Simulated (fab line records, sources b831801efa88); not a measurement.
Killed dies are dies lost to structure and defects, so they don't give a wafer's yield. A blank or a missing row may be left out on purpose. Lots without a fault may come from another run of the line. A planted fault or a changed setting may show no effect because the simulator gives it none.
Chamber matching | flow gf180mcu | GF_V1_CVD_02 on pecvd-04: 3 sister chambers
The step deposits SiO2 from TEOS, target thk 850 nm, time 94.851 s. 3 wafers are shown with their chamber, then 9 later ones without.

WAFERS WITH THEIR CHAMBER
wafer  | chamber | heater_power_w (W)
L087.1 | 0       | 584
L087.2 | 2       | 584
L087.3 | 1       | 673

WAFERS WITHOUT THEIR CHAMBER
wafer  | heater_power_w (W)
L092.1 | 563
L092.2 | 616
L092.4 | 637
L093.1 | 626
L093.2 | 548
L093.5 | 569
L095.2 | 652
L095.4 | 526
L095.6 | 612

WHICH CHAMBER EACH WENT THROUGH
wafer  | from the rows above          | in truth
L092.1 | can't be placed: 0 or 2      | 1
L092.2 | can't be placed: 0 or 2 or 1 | 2
L092.4 | can't be placed: 1 or 0 or 2 | 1
L093.1 | can't be placed: 0 or 2 or 1 | 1
L093.2 | can't be placed: 0 or 2      | 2
L093.5 | can't be placed: 0 or 2      | 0
L095.2 | can't be placed: 1 or 0 or 2 | 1
L095.4 | can't be placed: 0 or 2      | 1
L095.6 | can't be placed: 0 or 2 or 1 | 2
Placed correctly: 0 of 9. Can't be placed from these rows: 9 (the true chamber is among the candidates in 7). Placed wrongly: 0.
How it was worked out, from the rows above alone: a wafer's distance from a chamber is the root of the sum, over the readings, of the square of ((its reading less the chamber's mean) divided by the reading's scatter). The wafer belongs to the nearest chamber; if the next one is less than 2 further off, it can't be placed. A chamber's mean is the mean of its shown wafers. The scatter: with one shown wafer a chamber, the root of the mean of the squares of how far each hidden wafer lies from its nearest shown one.
